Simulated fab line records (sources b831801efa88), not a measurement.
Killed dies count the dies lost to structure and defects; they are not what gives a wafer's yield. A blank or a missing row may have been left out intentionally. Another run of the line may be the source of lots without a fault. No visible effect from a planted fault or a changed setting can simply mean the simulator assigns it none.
One fault through the eyes of 2 desks	flow sky130	each desk has only its own numbers; what lay behind them comes last

== TOOL OWNER'S DESK, implanter-02 ==
For each lot that ran on this tool, the mean over its sampled wafers that have a number, from the tool's own readings at SKY_LDD_HVP_IMPLANT_08. Marked OUT: a lot whose mean sits more than 4 standard deviations from the usual mean, which makes it out of limits; the brackets give that distance.
Columns: A = beam energy keV at SKY_LDD_HVP_IMPLANT_08, usual 20.000; B = tilt deg at SKY_LDD_HVP_IMPLANT_08, usual 17.897 degrees
lot	first seen here	A	B
L995	day 25 00:59	16.707 (-99 or more) OUT	17.888
L998	day 26 01:51	16.700 (-99 or more) OUT	17.885
L108	day 29 07:47	19.994	17.886
L109	day 29 16:17	20.001	17.892
This desk finds L995, L998 out of limits, L995 being first, at day 25 00:59 (beam energy keV at SKY_LDD_HVP_IMPLANT_08). Within limits: L108, L109.

== METROLOGY DESK ==
Lot by lot, what the gauges showed, no matter which tool ran the lot: averages of those sampled wafers that carry a number. Marked OUT: a lot whose mean sits more than 4 standard deviations from the usual mean, which makes it out of limits; the brackets give that distance.
Columns: A = POLY_GATE_TW at SKY_RES_PROTECT_TW_MEAS_08, usual 4015; B = LDD_P_OVL at SKY_LDD_P_OVL_MEAS_08, usual -0.4 nm; C = LDD_P_TW at SKY_LDD_P_TW_MEAS_11, usual 633; D = LDD_HVP_TW at SKY_LDD_HVP_TW_MEAS_10, usual 455
lot	first seen here	A	B	C	D
L986	day 15 05:20	3944	-0.4	642	455
L987	day 15 07:35	4066	-0.3	635	458
L995	day 18 10:53	4083	-1.9	628	443
L998	day 19 13:04	3969	-1.0	635	441
L999	day 20 00:31	3964	1.1	639	463
L101	day 20 16:25	3947	-0.7	632	455
L102	day 21 01:47	4073	-1.2	633	456
L103	day 21 22:42	4057	-0.3	623	448
L105	day 22 03:09	3962	-0.8	625	458
L106	day 22 05:16	3984	-0.6	637	457
L107	day 22 16:47	4005	1.0	638	448
L108	day 23 00:05	4037	-0.3	625	458
L109	day 23 08:56	4024	0.2	623	458
Finding of this desk: none of the 13 lots has anything out of limits.

== BROUGHT TOGETHER ==
The tool owner's desk had the chance to raise an alarm at day 25 00:59 on L995, L998.
The metrology desk saw nothing out of limits.
The metrology desk holds a record of L995, L998, inside its limits.
All the named lots went through SKY_LDD_HVP_IMPLANT_08 on implanter-02.

== WHAT THE SIMULATOR PUT IN ==
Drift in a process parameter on implanter-02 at SKY_LDD_HVP_IMPLANT_08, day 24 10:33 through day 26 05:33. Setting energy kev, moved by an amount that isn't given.
Lots struck among those shown: L995, L998.
Delay in hours, fault start to first out-of-limits reading, by desk: the tool owner's desk at 14.
